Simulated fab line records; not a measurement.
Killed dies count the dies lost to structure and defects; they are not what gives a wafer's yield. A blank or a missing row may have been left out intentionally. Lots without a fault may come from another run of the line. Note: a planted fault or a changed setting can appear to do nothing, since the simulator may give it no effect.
Which tool was responsible? / flow sky130 / 13 lots with 39 wafers sampled at 5 steps, on a route of 708 steps

WHAT THE GAUGES READ, wafer by wafer
SKY_RES_PROTECT_TW_MEAS_08. Usual: POLY_GATE_TW gives 4009 (standard deviation 31).
lot=L545; measured=day 15 06:09; on=film-metro-02; POLY_GATE_TW=3976 3999 3986; flag=
lot=L547; measured=day 15 17:55; on=film-metro-02; POLY_GATE_TW=3981 3964 3974; flag=
lot=L549; measured=day 16 14:21; on=film-metro-02; POLY_GATE_TW=4006 3994 3977; flag=
lot=L550; measured=day 16 20:07; on=film-metro-02; POLY_GATE_TW=3989 4000 3996; flag=
lot=L551; measured=day 17 05:56; on=film-metro-02; POLY_GATE_TW=3972 3976 3970; flag=
lot=L553; measured=day 17 17:04; on=film-metro-03; POLY_GATE_TW=4007 4006 3994; flag=
lot=L554; measured=day 18 04:47; on=film-metro-03; POLY_GATE_TW=4015 4009 3997; flag=
lot=L556; measured=day 19 01:24; on=film-metro-02; POLY_GATE_TW=3978 3987 3972; flag=
lot=L560; measured=day 20 15:29; on=film-metro-04; POLY_GATE_TW=4045 4034 4022; flag=
lot=L562; measured=day 21 22:07; on=film-metro-03; POLY_GATE_TW=3991 3981 3985; flag=
lot=L566; measured=day 22 22:26; on=film-metro-04; POLY_GATE_TW=4065 4075 4064; flag=
lot=L567; measured=day 23 04:40; on=film-metro-04; POLY_GATE_TW=4048 4046 4034; flag=
lot=L568; measured=day 23 17:13; on=film-metro-03; POLY_GATE_TW=3973 3955 3988; flag=

SKY_LDD_HVN_TW_MEAS_10. Usual: LDD_HVN_TW gives 1430 (standard deviation 9.3).
lot=L545; measured=day 20 10:34; on=film-metro-02; LDD_HVN_TW=1421 1420 1425; flag=
lot=L547; measured=day 21 00:24; on=film-metro-01; LDD_HVN_TW=1444 1440 1433; flag=
lot=L549; measured=day 21 20:31; on=film-metro-03; LDD_HVN_TW=1418 1414 1422; flag=
lot=L550; measured=day 22 05:00; on=film-metro-03; LDD_HVN_TW=1433 1424 1426; flag=
lot=L551; measured=day 22 12:44; on=film-metro-03; LDD_HVN_TW=1427 1429 1422; flag=
lot=L553; measured=day 23 00:23; on=film-metro-03; LDD_HVN_TW=1425 1424 1416; flag=
lot=L554; measured=day 23 14:47; on=film-metro-03; LDD_HVN_TW=1414 1419 1415; flag=
lot=L556; measured=day 24 10:44; on=film-metro-02; LDD_HVN_TW=1421 1426 1417; flag=
lot=L560; measured=day 25 21:26; on=film-metro-03; LDD_HVN_TW=1429 1436 1436; flag=
lot=L562; measured=day 27 03:20; on=film-metro-01; LDD_HVN_TW=1444 1436 1438; flag=
lot=L566; measured=day 28 02:19; on=film-metro-01; LDD_HVN_TW=1430 1435 1434; flag=
lot=L567; measured=day 28 09:11; on=film-metro-03; LDD_HVN_TW=1442 1448 1438; flag=
lot=L568; measured=day 28 20:08; on=film-metro-03; LDD_HVN_TW=1436 1443 1441; flag=

SKY_RES_XHIGH_TW_MEAS_09. Usual: RES_XHIGH_TW gives 1628 (standard deviation 8.7).
lot=L545; measured=day 26 19:59; on=film-metro-01; RES_XHIGH_TW=1627 1639 1637; flag=
lot=L547; measured=day 27 09:28; on=film-metro-02; RES_XHIGH_TW=1635 1630 1641; flag=
lot=L549; measured=day 28 03:54; on=film-metro-01; RES_XHIGH_TW=1635 1631 1636; flag=
lot=L550; measured=day 28 11:46; on=film-metro-02; RES_XHIGH_TW=1627 1616 1627; flag=
lot=L551; measured=day 28 20:25; on=film-metro-02; RES_XHIGH_TW=1627 1629 1611; flag=
lot=L553; measured=day 29 05:10; on=film-metro-03; RES_XHIGH_TW=1620 1631 1623; flag=
lot=L554; measured=day 29 20:30; on=film-metro-03; RES_XHIGH_TW=1626 1637 1623; flag=
lot=L556; measured=day 30 13:28; on=film-metro-02; RES_XHIGH_TW=1622 1608 1615; flag=
lot=L560; measured=day 31 21:09; on=film-metro-02; RES_XHIGH_TW=1623 1632 1621; flag=
lot=L562; measured=day 33 00:57; on=film-metro-02; RES_XHIGH_TW=1627 1623 1624; flag=
lot=L566; measured=day 33 22:03; on=film-metro-02; RES_XHIGH_TW=1621 1628 1619; flag=
lot=L567; measured=day 34 04:49; on=film-metro-01; RES_XHIGH_TW=1637 1631 1637; flag=
lot=L568; measured=day 34 14:25; on=film-metro-02; RES_XHIGH_TW=1613 1615 1611; flag=

TOOL THAT RAN EACH LOT (tool first, then ch and the chambers of the sampled wafers, then the start)
lot=L545; SKY_LDD_HVP_COAT_02=litho-track-03 ch 0, day 21 01:27; SKY_LDD_HVP_STRIP_09=plasma-asher-02 ch 0,1, day 21 17:26
lot=L547; SKY_LDD_HVP_COAT_02=litho-track-02 ch 0, day 21 15:12; SKY_LDD_HVP_STRIP_09=plasma-asher-02 ch 0,1, day 22 06:58
lot=L549; SKY_LDD_HVP_COAT_02=litho-track-02 ch 0, day 22 11:33; SKY_LDD_HVP_STRIP_09=plasma-asher-04 ch 0,1, day 23 02:56
lot=L550; SKY_LDD_HVP_COAT_02=litho-track-03 ch 0, day 22 19:51; SKY_LDD_HVP_STRIP_09=plasma-asher-04 ch 0,1, day 23 11:52
lot=L551; SKY_LDD_HVP_COAT_02=litho-track-02 ch 0, day 23 03:44; SKY_LDD_HVP_STRIP_09=plasma-asher-02 ch 0,1, day 23 19:53
lot=L553; SKY_LDD_HVP_COAT_02=litho-track-02 ch 0, day 23 15:11; SKY_LDD_HVP_STRIP_09=plasma-asher-04 ch 1, day 24 06:47
lot=L554; SKY_LDD_HVP_COAT_02=litho-track-01 ch 0, day 24 05:25; SKY_LDD_HVP_STRIP_09=plasma-asher-02 ch 0,1, day 24 21:14
lot=L556; SKY_LDD_HVP_COAT_02=litho-track-03 ch 0, day 25 01:13; SKY_LDD_HVP_STRIP_09=plasma-asher-04 ch 0,1, day 25 15:59
lot=L560; SKY_LDD_HVP_COAT_02=litho-track-03 ch 0, day 26 12:12; SKY_LDD_HVP_STRIP_09=plasma-asher-03 ch 0,1, day 27 03:11
lot=L562; SKY_LDD_HVP_COAT_02=litho-track-03 ch 0, day 27 17:37; SKY_LDD_HVP_STRIP_09=plasma-asher-04 ch 0,1, day 28 08:20
lot=L566; SKY_LDD_HVP_COAT_02=litho-track-02 ch 0, day 28 16:18; SKY_LDD_HVP_STRIP_09=plasma-asher-04 ch 0,1, day 29 06:50
lot=L567; SKY_LDD_HVP_COAT_02=litho-track-01 ch 0, day 28 23:34; SKY_LDD_HVP_STRIP_09=plasma-asher-02 ch 1, day 29 13:38
lot=L568; SKY_LDD_HVP_COAT_02=litho-track-01 ch 0, day 29 09:23; SKY_LDD_HVP_STRIP_09=plasma-asher-03 ch 0,1, day 29 23:49
- SKY_LDD_HVP_COAT_02: resist thk 300 nm.
- SKY_LDD_HVP_STRIP_09: strips in O2/N2.

WHAT THE TOOLS THEMSELVES READ (means of the sampled wafers that have a number; where no wafer has one, the mark that the record gives instead)
SKY_LDD_HVP_COAT_02. Usual: resist-line-temp-C 22.98 C, standard deviation 0.11; spin-speed-rpm 2999.8 rpm, standard deviation 2.
lot=L545; tool=litho-track-03; resist-line-temp-C (C)=22.86; spin-speed-rpm (rpm)=2999.5; flag=
lot=L547; tool=litho-track-02; resist-line-temp-C (C)=23.06; spin-speed-rpm (rpm)=3001.4; flag=
lot=L549; tool=litho-track-02; resist-line-temp-C (C)=22.95; spin-speed-rpm (rpm)=2999.0; flag=
lot=L550; tool=litho-track-03; resist-line-temp-C (C)=22.98; spin-speed-rpm (rpm)=3000.0; flag=
lot=L551; tool=litho-track-02; resist-line-temp-C (C)=22.75; spin-speed-rpm (rpm)=3000.5; flag=
lot=L553; tool=litho-track-02; resist-line-temp-C (C)=23.01; spin-speed-rpm (rpm)=3000.0; flag=
lot=L554; tool=litho-track-01; resist-line-temp-C (C)=23.04; spin-speed-rpm (rpm)=3002.7; flag=
lot=L556; tool=litho-track-03; resist-line-temp-C (C)=23.07; spin-speed-rpm (rpm)=2997.5; flag=
lot=L560; tool=litho-track-03; resist-line-temp-C (C)=22.95; spin-speed-rpm (rpm)=3092.6; flag=OFF
lot=L562; tool=litho-track-03; resist-line-temp-C (C)=23.09; spin-speed-rpm (rpm)=3095.6; flag=OFF
lot=L566; tool=litho-track-02; resist-line-temp-C (C)=23.01; spin-speed-rpm (rpm)=3000.4; flag=
lot=L567; tool=litho-track-01; resist-line-temp-C (C)=22.80; spin-speed-rpm (rpm)=3000.9; flag=
lot=L568; tool=litho-track-01; resist-line-temp-C (C)=22.97; spin-speed-rpm (rpm)=3000.7; flag=

SKY_LDD_HVP_STRIP_09. Usual: drypump-motor-current-A 5.57 A, standard deviation 0.19; oes-product-au 0.408 a.u., standard deviation 0.0045; strip-time-to-endpoint-s 4.136 s, standard deviation 0.017.
lot=L545; tool=plasma-asher-02; drypump-motor-current-A (A)=5.49; oes-product-au (a.u.)=0.410; strip-time-to-endpoint-s (s)=4.130; flag=
lot=L547; tool=plasma-asher-02; drypump-motor-current-A (A)=5.49; oes-product-au (a.u.)=0.409; strip-time-to-endpoint-s (s)=4.132; flag=
lot=L549; tool=plasma-asher-04; drypump-motor-current-A (A)=5.60; oes-product-au (a.u.)=0.407; strip-time-to-endpoint-s (s)=4.140; flag=
lot=L550; tool=plasma-asher-04; drypump-motor-current-A (A)=5.60; oes-product-au (a.u.)=0.408; strip-time-to-endpoint-s (s)=4.133; flag=
lot=L551; tool=plasma-asher-02; drypump-motor-current-A (A)=5.51; oes-product-au (a.u.)=0.406; strip-time-to-endpoint-s (s)=4.118; flag=
lot=L553; tool=plasma-asher-04; drypump-motor-current-A (A)=5.39; oes-product-au (a.u.)=0.407; strip-time-to-endpoint-s (s)=4.129; flag=
lot=L554; tool=plasma-asher-02; drypump-motor-current-A (A)=5.50; oes-product-au (a.u.)=0.407; strip-time-to-endpoint-s (s)=4.141; flag=
lot=L556; tool=plasma-asher-04; drypump-motor-current-A (A)=5.48; oes-product-au (a.u.)=0.406; strip-time-to-endpoint-s (s)=4.098; flag=
lot=L560; tool=plasma-asher-03; drypump-motor-current-A (A)=5.60; oes-product-au (a.u.)=0.407; strip-time-to-endpoint-s (s)=4.059; flag=OFF
lot=L562; tool=plasma-asher-04; drypump-motor-current-A (A)=5.57; oes-product-au (a.u.)=0.409; strip-time-to-endpoint-s (s)=4.078; flag=OFF
lot=L566; tool=plasma-asher-04; drypump-motor-current-A (A)=5.59; oes-product-au (a.u.)=0.408; strip-time-to-endpoint-s (s)=4.133; flag=
lot=L567; tool=plasma-asher-02; drypump-motor-current-A (A)=5.52; oes-product-au (a.u.)=0.412; strip-time-to-endpoint-s (s)=4.159; flag=
lot=L568; tool=plasma-asher-03; drypump-motor-current-A (A)=5.61; oes-product-au (a.u.)=0.405; strip-time-to-endpoint-s (s)=4.160; flag=

THE ANSWER, worked out from the rows above alone
Rule: take the mean of a lot's wafers that have a number; if it is more than 3 standard deviations from the usual mean, the lot is off. A lot without any number at a reading at which 4 lots or more have one is off too. All remaining lots with rows at the step are treated as sound. After the gauges, taken in route order, come the tools' own readings; for these a lot's mean is taken, as printed above. The first step at which some lot is off is used, and at that step the reading that is off furthest; a lot without a number counts as furthest.
Off: L560, L562, at SKY_LDD_HVP_COAT_02 (spin-speed-rpm).
A tool fits if, at that step or a process step before it, it ran every lot that is off, and no sound lot after the first of them. One candidate fits, namely litho-track-03 at SKY_LDD_HVP_COAT_02. Its last sound lot is L556 (day 25 01:13), its first lot that is off L560 (day 26 12:12): a fault that began between those two fits.
The tool's own readings at SKY_LDD_HVP_COAT_02 bear it out: on the lots that are off they differ by more than 5 times the standard deviation of the sound lots' means. spin-speed-rpm reads 3094.1 rpm there against 3000.2 rpm on the sound lots.

WHAT WAS PUT IN BY THE SIMULATOR
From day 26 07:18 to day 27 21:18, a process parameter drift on litho-track-03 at SKY_LDD_HVP_COAT_02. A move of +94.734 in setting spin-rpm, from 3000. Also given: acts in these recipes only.
Shown lots that were struck: L560, L562. The rule above found the same.
